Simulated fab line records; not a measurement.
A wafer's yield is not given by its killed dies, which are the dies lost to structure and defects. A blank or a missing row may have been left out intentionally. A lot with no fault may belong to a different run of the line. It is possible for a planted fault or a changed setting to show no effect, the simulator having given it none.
2 desks looking at one fault | flow gf180mcu | each desk has only its own numbers; what lay behind them comes last

DESK OF THE TOOL OWNER: pvd sputter-01
The tool's own readings at GF_SALICIDE_SPUTTER_02 (material Co, target thk 10 nm, time 20 s): means of the sampled wafers that have a number, for each lot that ran on this tool. A lot is out of limits, marked OUT, if its mean lies more than 4 standard deviations from the usual mean; the brackets give that distance.
Columns: A = throttle valve pct at GF_SALICIDE_SPUTTER_02, usual 30.2 %
lot  | first seen here | A
L956 | day 15 08:22    | 30.3
L963 | day 18 04:22    | 30.0
L975 | day 21 23:09    | 29.7
L977 | day 22 14:59    | 29.6
This desk's finding: nothing out of limits on any of the 4 lots.

FROM THE METROLOGY DESK
What the gauges read, lot by lot, whatever tool the lot ran on: means of the sampled wafers that have a number. A lot is out of limits, marked OUT, if its mean lies more than 4 standard deviations from the usual mean; the brackets give that distance.
Columns: A = SALICIDE_TIN_RS at GF_SALICIDE_RS_MEAS_04, usual 16.4 ohm/sq
lot  | first seen here | A
L956 | day 15 08:26    | 16.3
L959 | day 16 08:57    | 16.8
L963 | day 18 04:25    | 17.7
L965 | day 18 14:40    | 16.2
L970 | day 20 06:48    | 16.5
L972 | day 20 23:27    | 16.6
L973 | day 21 09:49    | 16.3
L974 | day 21 17:45    | 16.3
L975 | day 21 23:12    | 16.7
L976 | day 22 04:13    | 16.3
L977 | day 22 15:05    | 16.2
L979 | day 23 02:14    | 16.4
This desk's finding: nothing out of limits on any of the 12 lots.

ALL TOGETHER
The desk of the tool owner found nothing out of limits.
Nothing out of limits was seen by the metrology desk.

WHAT HAD BEEN PUT IN BY THE SIMULATOR
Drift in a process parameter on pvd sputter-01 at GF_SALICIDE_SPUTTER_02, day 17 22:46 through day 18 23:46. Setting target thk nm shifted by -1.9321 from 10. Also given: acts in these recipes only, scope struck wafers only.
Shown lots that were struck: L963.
